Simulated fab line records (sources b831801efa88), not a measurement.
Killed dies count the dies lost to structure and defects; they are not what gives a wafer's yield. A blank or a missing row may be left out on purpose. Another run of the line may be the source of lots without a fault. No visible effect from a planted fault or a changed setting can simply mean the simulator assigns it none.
Which of the tools did it?    flow gf180mcu    39 wafers from 13 lots sampled at 4 of the route's 602 steps

== WHAT THE GAUGES READ, wafer by wafer ==
GF_STI_THK_MEAS_30.
lot   measured     on             STI_OXIDATION_02_THK (nm)
L788  day 2 07:16  film metro-01  9.73 10.10 9.86
L789  day 2 12:17  film metro-02  10.02 9.87 9.95
L792  day 3 05:18  film metro-02  9.99 10.02 9.95
L793  day 3 09:38  film metro-03  9.95 10.21 10.34
L794  day 3 13:19  film metro-02  10.23 10.06 10.08
L795  day 3 17:14  film metro-01  9.91 9.93 10.06
L796  day 3 23:16  film metro-01  9.86 9.96 9.88
L797  day 4 04:08  film metro-01  9.88 9.70 9.85
L798  day 4 10:17  film metro-03  9.76 9.88 9.97
L807  day 6 08:17  film metro-02  9.61 9.63 9.64
L808  day 6 13:07  film metro-01  9.65 9.67 9.77
L810  day 6 23:04  film metro-03  9.88 10.08 10.06
L811  day 7 04:05  film metro-01  9.72 9.62 9.73

GF_V2_THK_MEAS_03.
lot   measured      on             V2_CVD_02_THK (nm)
L788  day 19 05:53  film metro-03  856 856 853
L789  day 19 16:36  film metro-02  847 851 871
L792  day 20 19:54  film metro-04  848 852 843
L793  day 21 04:14  film metro-04  846 852 879
L794  day 21 13:17  film metro-04  829 830 850
L795  day 21 23:11  film metro-02  829 851 862
L796  day 22 07:23  film metro-02  829 844 854
L797  day 22 18:25  film metro-02  850 846 850
L798  day 22 19:34  film metro-02  851 840 853
L807  day 25 21:43  film metro-03  852 850 845
L808  day 26 01:40  film metro-02  835 865 856
L810  day 26 17:53  film metro-03  856 897 862
L811  day 27 03:28  film metro-03  860 845 862

== WHICH TOOL RAN EACH LOT (tool, then ch and the chambers of the sampled wafers, then the start) ==
lot   GF_MVPSD_COAT_02                   GF_MVPSD_STRIP_10
L788  litho track-02 ch 0, day 4 18:23   plasma asher-04 ch 0,1, day 5 01:50
L789  litho track-04 ch 0, day 5 00:08   plasma asher-02 ch 0,1, day 5 07:50
L792  litho track-01 ch 0, day 5 18:04   plasma asher-01 ch 0,1, day 6 02:11
L793  litho track-01 ch 0, day 6 00:34   plasma asher-01 ch 0,1, day 6 07:56
L794  litho track-04 ch 0, day 6 03:10   plasma asher-02 ch 0,1, day 6 11:11
L795  litho track-01 ch 0, day 6 08:37   plasma asher-02 ch 0,1, day 6 17:13
L796  litho track-01 ch 0, day 6 14:53   plasma asher-01 ch 0,1, day 6 22:56
L797  litho track-02 ch 0, day 6 21:38   plasma asher-04 ch 0,1, day 7 05:32
L798  litho track-02 ch 0, day 7 02:33   plasma asher-04 ch 0,1, day 7 10:50
L807  litho track-02 ch 0, day 9 09:21   plasma asher-04 ch 0,1, day 9 18:35
L808  litho track-01 ch 0, day 9 16:07   plasma asher-04 ch 0,1, day 10 01:20
L810  litho track-02 ch 0, day 10 02:03  plasma asher-01 ch 0,1, day 10 11:37
L811  litho track-04 ch 0, day 10 06:52  plasma asher-04 ch 0,1, day 10 16:56
- GF_MVPSD_COAT_02: resist thk 3000 nm.
- GF_MVPSD_STRIP_10: strips in O2/N2.

== WHAT THE TOOLS THEMSELVES READ (means of the sampled wafers that have a number; where no wafer has one, the mark that the record gives instead) ==
GF_MVPSD_COAT_02.
lot   tool            exhaust pa (Pa)
L788  litho track-02  44.2
L789  litho track-04  43.9
L792  litho track-01  45.9
L793  litho track-01  44.8
L794  litho track-04  44.2
L795  litho track-01  44.6
L796  litho track-01  45.5
L797  litho track-02  44.9
L798  litho track-02  45.5
L807  litho track-02  45.3
L808  litho track-01  45.4
L810  litho track-02  46.2
L811  litho track-04  46.1

GF_MVPSD_STRIP_10.
lot   tool             drypump motor current A (A)  heater power w (W)  oes product au (a.u.)  strip time to endpoint s (s)
L788  plasma asher-04  5.8                          324                 0.718                  37.01
L789  plasma asher-02  5.6                          332                 0.721                  37.07
L792  plasma asher-01  5.9                          300                 0.721                  37.10
L793  plasma asher-01  5.9                          303                 0.727                  36.96
L794  plasma asher-02  5.6                          341                 0.721                  37.05
L795  plasma asher-02  5.6                          340                 0.723                  25.38
L796  plasma asher-01  5.9                          293                 0.716                  25.39
L797  plasma asher-04  5.3                          316                 0.725                  36.84
L798  plasma asher-04  5.8                          321                 0.723                  36.91
L807  plasma asher-04  5.8                          316                 0.724                  36.94
L808  plasma asher-04  5.3                          314                 0.727                  37.11
L810  plasma asher-01  5.9                          318                 0.725                  36.88
L811  plasma asher-04  5.4                          314                 0.723                  36.82

== THE ANSWER, worked out from the rows above alone ==
Rule: the usual values come from the lots themselves. Put in order of their means at a reading, lots are off if they are a third of the lots or fewer, leave a main group of 4 or more, and stand apart from it by a gap of 3 or more times the standard deviation of the main group's means; of several such gaps the widest counts. A main group whose means are all the same, to the digits that the tables above print for the reading, isn't used. Also off: a lot with no number at a reading for which 4 or more lots have one. All remaining lots with rows at the step are treated as sound. After the gauges, taken in route order, come the tools' own readings; for these a lot's mean is taken, as printed above. At the first step where some lot is off, the reading lying furthest off is the one used; lots without a number count as furthest.
Off: L795, L796, at GF_MVPSD_STRIP_10 (strip time to endpoint s). Mean 36.97 s and standard deviation 0.098 in the main group.
If a tool, at that step or one of the process steps before it, ran each lot that is off and ran no sound lot following the first of them, it fits. Of those tried, none fits.

== WHAT THE SIMULATOR HAD INSERTED ==
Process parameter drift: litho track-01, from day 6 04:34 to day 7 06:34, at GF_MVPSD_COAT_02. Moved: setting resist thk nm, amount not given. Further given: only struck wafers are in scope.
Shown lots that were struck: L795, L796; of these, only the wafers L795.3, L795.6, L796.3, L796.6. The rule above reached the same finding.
